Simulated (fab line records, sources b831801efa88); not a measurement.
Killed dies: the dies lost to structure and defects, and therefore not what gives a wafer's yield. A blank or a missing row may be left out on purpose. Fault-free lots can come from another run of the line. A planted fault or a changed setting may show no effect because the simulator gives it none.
Which tool is to blame? :: flow sfq-line :: 42 wafers from 14 lots sampled at 4 of the route's 325 steps

## WHAT THE GAUGES SHOWED, per wafer
SFQ_R5_THK_MEAS_934: measures by xrf.
lot: L493
measured: day 43 09:07
on: film-metro-03
R5_MONX_THK (nm): 39.8 40.8 39.9

lot: L495
measured: day 44 18:19
on: film-metro-01
R5_MONX_THK (nm): 39.7 40.4 40.1

lot: L497
measured: day 45 06:19
on: film-metro-03
R5_MONX_THK (nm): 39.6 39.9 40.0

lot: L499
measured: day 46 03:25
on: film-metro-03
R5_MONX_THK (nm): 40.3 39.6 40.2

lot: L500
measured: day 46 06:25
on: film-metro-01
R5_MONX_THK (nm): 40.5 39.8 40.1

lot: L502
measured: day 48 07:45
on: film-metro-02
R5_MONX_THK (nm): 39.0 39.8 39.5

lot: L503
measured: day 49 13:45
on: film-metro-03
R5_MONX_THK (nm): 39.6 39.9 40.0

lot: L504
measured: day 51 00:25
on: film-metro-03
R5_MONX_THK (nm): 39.2 39.3 39.0

lot: L505
measured: day 51 13:45
on: film-metro-02
R5_MONX_THK (nm): 39.5 39.5 39.9

lot: L506
measured: day 52 03:26
on: film-metro-02
R5_MONX_THK (nm): 39.5 39.8 39.9

lot: L508
measured: day 53 05:04
on: film-metro-03
R5_MONX_THK (nm): 39.4 39.8 39.6

lot: L509
measured: day 53 11:43
on: film-metro-02
R5_MONX_THK (nm): 40.9 41.1 41.1

lot: L510
measured: day 55 08:59
on: film-metro-02
R5_MONX_THK (nm): 39.5 40.1 39.7

lot: L513
measured: day 57 08:33
on: film-metro-02
R5_MONX_THK (nm): 40.1 40.5 39.8

## EACH LOT AND THE TOOL THAT RAN IT (in order: tool; ch and the chambers of the sampled wafers; start)
lot: L493
SFQ_TRILAYER_I2_VIA_ETCH_VIA_ETCH_070: rie-diel-02 ch 0,2, day 25 13:52
SFQ_TRILAYER_M4_DEP_SPUTTER_091: pvd-sputter-05, day 31 15:55
SFQ_TRILAYER_M5_STRIP_STRIP_127: rie-metal-03 ch 0,1, day 42 19:15

lot: L495
SFQ_TRILAYER_I2_VIA_ETCH_VIA_ETCH_070: rie-diel-04 ch 0,1,3, day 26 13:52
SFQ_TRILAYER_M4_DEP_SPUTTER_091: pvd-sputter-04, day 32 21:20
SFQ_TRILAYER_M5_STRIP_STRIP_127: rie-metal-03 ch 0,1, day 44 08:20

lot: L497
SFQ_TRILAYER_I2_VIA_ETCH_VIA_ETCH_070: rie-diel-04 ch 0,2, day 27 01:53
SFQ_TRILAYER_M4_DEP_SPUTTER_091: pvd-sputter-03, day 33 09:06
SFQ_TRILAYER_M5_STRIP_STRIP_127: rie-metal-02 ch 0,1, day 44 20:25

lot: L499
SFQ_TRILAYER_I2_VIA_ETCH_VIA_ETCH_070: rie-diel-03 ch 1,2, day 27 23:29
SFQ_TRILAYER_M4_DEP_SPUTTER_091: pvd-sputter-05, day 34 01:38
SFQ_TRILAYER_M5_STRIP_STRIP_127: rie-metal-02 ch 0,1, day 45 19:55

lot: L500
SFQ_TRILAYER_I2_VIA_ETCH_VIA_ETCH_070: rie-diel-03 ch 1,2, day 28 04:20
SFQ_TRILAYER_M4_DEP_SPUTTER_091: pvd-sputter-04, day 34 02:50
SFQ_TRILAYER_M5_STRIP_STRIP_127: rie-metal-02 ch 0,1, day 46 00:27

lot: L502
SFQ_TRILAYER_I2_VIA_ETCH_VIA_ETCH_070: rie-diel-03 ch 1,2,3, day 29 07:52
SFQ_TRILAYER_M4_DEP_SPUTTER_091: pvd-sputter-04, day 35 00:26
SFQ_TRILAYER_M5_STRIP_STRIP_127: rie-metal-03 ch 0, day 47 12:50

lot: L503
SFQ_TRILAYER_I2_VIA_ETCH_VIA_ETCH_070: rie-diel-04 ch 0,1,2, day 30 13:25
SFQ_TRILAYER_M4_DEP_SPUTTER_091: pvd-sputter-03, day 36 07:38
SFQ_TRILAYER_M5_STRIP_STRIP_127: rie-metal-02 ch 0,1, day 48 23:59

lot: L504
SFQ_TRILAYER_I2_VIA_ETCH_VIA_ETCH_070: rie-diel-03 ch 0,2, day 30 23:01
SFQ_TRILAYER_M4_DEP_SPUTTER_091: pvd-sputter-05, day 36 18:14
SFQ_TRILAYER_M5_STRIP_STRIP_127: rie-metal-01 ch 0,1, day 50 14:23

lot: L505
SFQ_TRILAYER_I2_VIA_ETCH_VIA_ETCH_070: rie-diel-03 ch 0,1,2, day 31 03:49
SFQ_TRILAYER_M4_DEP_SPUTTER_091: pvd-sputter-03, day 36 21:50
SFQ_TRILAYER_M5_STRIP_STRIP_127: rie-metal-01 ch 0,1, day 50 22:35

lot: L506
SFQ_TRILAYER_I2_VIA_ETCH_VIA_ETCH_070: rie-diel-02 ch 1,2, day 32 01:13
SFQ_TRILAYER_M4_DEP_SPUTTER_091: pvd-sputter-05, day 37 16:42
SFQ_TRILAYER_M5_STRIP_STRIP_127: rie-metal-01 ch 0,1, day 51 16:20

lot: L508
SFQ_TRILAYER_I2_VIA_ETCH_VIA_ETCH_070: rie-diel-02 ch 0,1,2, day 32 16:28
SFQ_TRILAYER_M4_DEP_SPUTTER_091: pvd-sputter-05, day 38 11:27
SFQ_TRILAYER_M5_STRIP_STRIP_127: rie-metal-03 ch 0,1, day 52 23:47

lot: L509
SFQ_TRILAYER_I2_VIA_ETCH_VIA_ETCH_070: rie-diel-03 ch 0,1, day 32 18:52
SFQ_TRILAYER_M4_DEP_SPUTTER_091: pvd-sputter-05, day 38 13:41
SFQ_TRILAYER_M5_STRIP_STRIP_127: rie-metal-03 ch 0,1, day 53 05:54

lot: L510
SFQ_TRILAYER_I2_VIA_ETCH_VIA_ETCH_070: rie-diel-02 ch 1,3, day 33 12:52
SFQ_TRILAYER_M4_DEP_SPUTTER_091: pvd-sputter-04, day 39 14:51
SFQ_TRILAYER_M5_STRIP_STRIP_127: rie-metal-03 ch 0, day 55 03:42

lot: L513
SFQ_TRILAYER_I2_VIA_ETCH_VIA_ETCH_070: rie-diel-04 ch 0,3, day 34 17:40
SFQ_TRILAYER_M4_DEP_SPUTTER_091: pvd-sputter-03, day 40 18:27
SFQ_TRILAYER_M5_STRIP_STRIP_127: rie-metal-03 ch 0, day 57 03:16
- SFQ_TRILAYER_I2_VIA_ETCH_VIA_ETCH_070: etches SiO2 in CHF3, stops on Nb, target depth 260 nm.
- SFQ_TRILAYER_M4_DEP_SPUTTER_091: material Nb, target thk 200 nm, time 133.3 s.
- SFQ_TRILAYER_M5_STRIP_STRIP_127: strips in O2.

## AS READ BY THE TOOLS THEMSELVES (means over the sampled wafers that have a number; for cases with no such wafer, the mark the record gives instead)
SFQ_TRILAYER_I2_VIA_ETCH_VIA_ETCH_070.
lot: L493
tool: rie-diel-02
drypump-motor-current-A (A): 5.9
oes-product-au (a.u.): 0.858
rf-fwd-power-W (W): 498.7

lot: L495
tool: rie-diel-04
drypump-motor-current-A (A): 5.2
oes-product-au (a.u.): 0.859
rf-fwd-power-W (W): 498.6

lot: L497
tool: rie-diel-04
drypump-motor-current-A (A): 5.2
oes-product-au (a.u.): 0.856
rf-fwd-power-W (W): 498.1

lot: L499
tool: rie-diel-03
drypump-motor-current-A (A): 5.5
oes-product-au (a.u.): 0.858
rf-fwd-power-W (W): 498.5

lot: L500
tool: rie-diel-03
drypump-motor-current-A (A): 5.5
oes-product-au (a.u.): 0.859
rf-fwd-power-W (W): 498.4

lot: L502
tool: rie-diel-03
drypump-motor-current-A (A): 5.7
oes-product-au (a.u.): 0.855
rf-fwd-power-W (W): 498.3

lot: L503
tool: rie-diel-04
drypump-motor-current-A (A): 5.4
oes-product-au (a.u.): 0.855
rf-fwd-power-W (W): 498.3

lot: L504
tool: rie-diel-03
drypump-motor-current-A (A): 5.7
oes-product-au (a.u.): 0.856
rf-fwd-power-W (W): 498.5

lot: L505
tool: rie-diel-03
drypump-motor-current-A (A): 5.6
oes-product-au (a.u.): 0.855
rf-fwd-power-W (W): 499.1

lot: L506
tool: rie-diel-02
drypump-motor-current-A (A): 5.5
oes-product-au (a.u.): 0.854
rf-fwd-power-W (W): 497.4

lot: L508
tool: rie-diel-02
drypump-motor-current-A (A): 5.6
oes-product-au (a.u.): 0.852
rf-fwd-power-W (W): 497.5

lot: L509
tool: rie-diel-03
drypump-motor-current-A (A): 5.6
oes-product-au (a.u.): 0.853
rf-fwd-power-W (W): 497.3

lot: L510
tool: rie-diel-02
drypump-motor-current-A (A): 5.5
oes-product-au (a.u.): 0.857
rf-fwd-power-W (W): 498.1

lot: L513
tool: rie-diel-04
drypump-motor-current-A (A): 4.9
oes-product-au (a.u.): 0.857
rf-fwd-power-W (W): 498.7

SFQ_TRILAYER_M4_DEP_SPUTTER_091.
lot: L493
tool: pvd-sputter-05
chamber-pressure-pa (Pa): 0.13327
throttle-valve-pct (%): 30.3

lot: L495
tool: pvd-sputter-04
chamber-pressure-pa (Pa): 0.13325
throttle-valve-pct (%): 30.2

lot: L497
tool: pvd-sputter-03
chamber-pressure-pa (Pa): 0.13315
throttle-valve-pct (%): 29.6

lot: L499
tool: pvd-sputter-05
chamber-pressure-pa (Pa): 0.13343
throttle-valve-pct (%): 30.6

lot: L500
tool: pvd-sputter-04
chamber-pressure-pa (Pa): 0.13333
throttle-valve-pct (%): 29.8

lot: L502
tool: pvd-sputter-04
chamber-pressure-pa (Pa): 0.13336
throttle-valve-pct (%): 30.0

lot: L503
tool: pvd-sputter-03
chamber-pressure-pa (Pa): 0.13319
throttle-valve-pct (%): 29.3

lot: L504
tool: pvd-sputter-05
chamber-pressure-pa (Pa): 0.13318
throttle-valve-pct (%): 30.7

lot: L505
tool: pvd-sputter-03
chamber-pressure-pa (Pa): 0.13344
throttle-valve-pct (%): 29.2

lot: L506
tool: pvd-sputter-05
chamber-pressure-pa (Pa): 0.13312
throttle-valve-pct (%): 30.9

lot: L508
tool: pvd-sputter-05
chamber-pressure-pa (Pa): 0.13730
throttle-valve-pct (%): 29.8

lot: L509
tool: pvd-sputter-05
chamber-pressure-pa (Pa): 0.13709
throttle-valve-pct (%): 29.8

lot: L510
tool: pvd-sputter-04
chamber-pressure-pa (Pa): 0.13326
throttle-valve-pct (%): 30.1

lot: L513
tool: pvd-sputter-03
chamber-pressure-pa (Pa): 0.13313
throttle-valve-pct (%): 29.4

SFQ_TRILAYER_M5_STRIP_STRIP_127.
lot: L493
tool: rie-metal-03
drypump-motor-current-A (A): 5.91
he-backside-leak-sccm (sccm): 3.3
oes-product-au (a.u.): 0.999

lot: L495
tool: rie-metal-03
drypump-motor-current-A (A): 5.92
he-backside-leak-sccm (sccm): 3.6
oes-product-au (a.u.): 1.004

lot: L497
tool: rie-metal-02
drypump-motor-current-A (A): 6.04
he-backside-leak-sccm (sccm): 3.7
oes-product-au (a.u.): 1.001

lot: L499
tool: rie-metal-02
drypump-motor-current-A (A): 6.01
he-backside-leak-sccm (sccm): 3.7
oes-product-au (a.u.): 0.994

lot: L500
tool: rie-metal-02
drypump-motor-current-A (A): 6.05
he-backside-leak-sccm (sccm): 3.7
oes-product-au (a.u.): 0.999

lot: L502
tool: rie-metal-03
drypump-motor-current-A (A): 5.83
he-backside-leak-sccm (sccm): 3.4
oes-product-au (a.u.): 1.010

lot: L503
tool: rie-metal-02
drypump-motor-current-A (A): 5.82
he-backside-leak-sccm (sccm): 3.6
oes-product-au (a.u.): 1.001

lot: L504
tool: rie-metal-01
drypump-motor-current-A (A): 5.81
he-backside-leak-sccm (sccm): 3.5
oes-product-au (a.u.): 0.991

lot: L505
tool: rie-metal-01
drypump-motor-current-A (A): 5.84
he-backside-leak-sccm (sccm): 3.6
oes-product-au (a.u.): 0.999

lot: L506
tool: rie-metal-01
drypump-motor-current-A (A): 5.79
he-backside-leak-sccm (sccm): 3.3
oes-product-au (a.u.): 0.988

lot: L508
tool: rie-metal-03
drypump-motor-current-A (A): 5.90
he-backside-leak-sccm (sccm): 3.4
oes-product-au (a.u.): 1.006

lot: L509
tool: rie-metal-03
drypump-motor-current-A (A): 5.93
he-backside-leak-sccm (sccm): 3.3
oes-product-au (a.u.): 0.996

lot: L510
tool: rie-metal-03
drypump-motor-current-A (A): 5.86
he-backside-leak-sccm (sccm): 3.2
oes-product-au (a.u.): 0.997

lot: L513
tool: rie-metal-03
drypump-motor-current-A (A): 5.85
he-backside-leak-sccm (sccm): 3.4
oes-product-au (a.u.): 0.990

## THE ANSWER, worked out from the rows above alone
Rule: what is usual is taken from the lots themselves. The widest of any qualifying gaps counts: lots, ordered by their means at a reading, are off when they make up no more than a third of the lots, leave a main group of 4 or more, and stand apart from it by 3 or more times the standard deviation of that group's means. Not used: any main group whose means are identical at the precision the tables above print for the reading. A lot without any number at a reading at which 4 lots or more have one is off too. The other lots that the step has rows for count as sound. After the gauges, taken in route order, come the tools' own readings; for these a lot's mean is taken, as printed above. At the first step where some lot is off, the reading lying furthest off is the one used; lots without a number count as furthest.
Off, at SFQ_TRILAYER_M4_DEP_SPUTTER_091 on chamber-pressure-pa: L508, L509. The main group: mean 0.13326 Pa, standard deviation 0.00011.
If a tool, at that step or one of the process steps before it, ran each lot that is off and ran no sound lot following the first of them, it fits. One candidate fits, namely pvd-sputter-05 at SFQ_TRILAYER_M4_DEP_SPUTTER_091. A fault onset in the window from L506 (day 37 16:42, its last sound lot) to L508 (day 38 11:27, its first lot off) fits.
The tool's own readings at SFQ_TRILAYER_M4_DEP_SPUTTER_091 bear it out: on the lots that are off they differ by more than 5 times the standard deviation of the sound lots' means. chamber-pressure-pa reads 0.13720 Pa there against 0.13326 Pa on the sound lots.

## WHAT WAS PUT IN BY THE SIMULATOR
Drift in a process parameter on pvd-sputter-05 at SFQ_TRILAYER_M4_DEP_SPUTTER_091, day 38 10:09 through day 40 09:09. From 0.1333, the setting chamber-pressure-pa moved by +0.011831. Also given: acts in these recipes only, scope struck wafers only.
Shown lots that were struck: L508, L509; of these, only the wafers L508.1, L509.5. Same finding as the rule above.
